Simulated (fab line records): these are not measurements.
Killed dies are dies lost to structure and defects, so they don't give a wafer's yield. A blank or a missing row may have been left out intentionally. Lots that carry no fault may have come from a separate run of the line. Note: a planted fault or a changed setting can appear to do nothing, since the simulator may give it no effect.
Problem report, 8D (eight disciplines) form, completed by code + flow sky130 + the parts of the form that need people (team, actions taken, sign-off) are left out

## 1. THE ISSUE
plate temp C at SKY_POLY_GATE_SOFTBAKE_09 reads a mean of 94.86 C on 6 wafers of 2 lots; wafers without a fault read 99.97 C with a standard deviation of 0.11. Measured from the usual mean, that is -46 standard deviations.
The step: time 90 s.
The first sign was on wafer L704.3 at day 19 02:00, on litho track-01. The record has a number at this step for 18 wafers belonging to 6 lots. Rule for "out" (also "out of limits"): further than 4 standard deviations from the usual mean. All remaining wafers that have a number are taken as sound.

## 2. WHAT IT IS AND WHAT IT IS NOT
| question                    | is                                 | is not                                                                         |
|-----------------------------|------------------------------------|--------------------------------------------------------------------------------|
| which readings at this step | plate temp C, heater power total W | -                                                                              |
| which lots                  | L704, L706                         | L697, L708, L715, L718                                                         |
| which wafers of those lots  | all that have a number             | -                                                                              |
| read on which tools         | litho track-01                     | litho track-02, litho track-04                                                 |
| when                        | from day 19 02:00                  | up to then (3 sound wafers); but 9 sound wafers of L708, L715, L718 came after |

## 3. WHAT RULES OUT EACH SUSPECT
Counting: a tool at any process step up to the reading remains a suspect when it ran all the lots that are out and ran no sound lot after the first of those.
- plasma asher-01 at SKY_RES_PROTECT_STRIP_07 (strips in O2/N2): ruled out as a lasting fault. Sound lots L708 ran on it after its first lot that is out, L704 (day 18 08:52).
- litho track-01 at SKY_POLY_GATE_SOFTBAKE_09 (time 90 s): kept. It ran every lot that is out, first L704 (day 19 02:00), and no sound lot after that; its last sound lot up to then is L697 (day 16 10:00). Its own heater power total W, plate temp C readings are out on those wafers.
Remaining after the count: litho track-01 at SKY_POLY_GATE_SOFTBAKE_09.

## 4. THE CAUSE (what the simulator had put in)
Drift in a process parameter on litho track-01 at SKY_POLY_GATE_SOFTBAKE_09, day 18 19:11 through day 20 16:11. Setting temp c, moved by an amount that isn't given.
Counting left only this tool.

## 5. THE EFFECT CHAIN, in route order
Each row: a reading where the mean over the struck wafers with a number is more than 3 standard deviations away from the usual. Scope: only readings with a usual standard deviation given in the record; hours: median across lots of the time from each lot's start at the first step in this table that gives one to its start at this step; sigmas: change in usual standard deviations.
| hours | step                      | reading              | usual   | on struck wafers | change | sigmas |
|-------|---------------------------|----------------------|---------|------------------|--------|--------|
| 0     | SKY_POLY_GATE_SOFTBAKE_09 | heater power total W | 57.36 W | 53.41            | -3.95  | -36    |
| 0     | SKY_POLY_GATE_SOFTBAKE_09 | plate temp C         | 99.97 C | 94.86            | -5.11  | -46    |
The process steps in it:
- SKY_POLY_GATE_SOFTBAKE_09: time 90 s.
At these later measuring or inspecting steps, every struck wafer for which the step has a row has a number for every such reading, and none has moved that far: SKY_POLY_GATE_CD_MEAS_13.

## 6. WHAT WOULD HAVE CAUGHT IT SOONER
In this record no reading fell out of limits until day 19 02:00, 7 hours after the fault had begun at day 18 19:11.
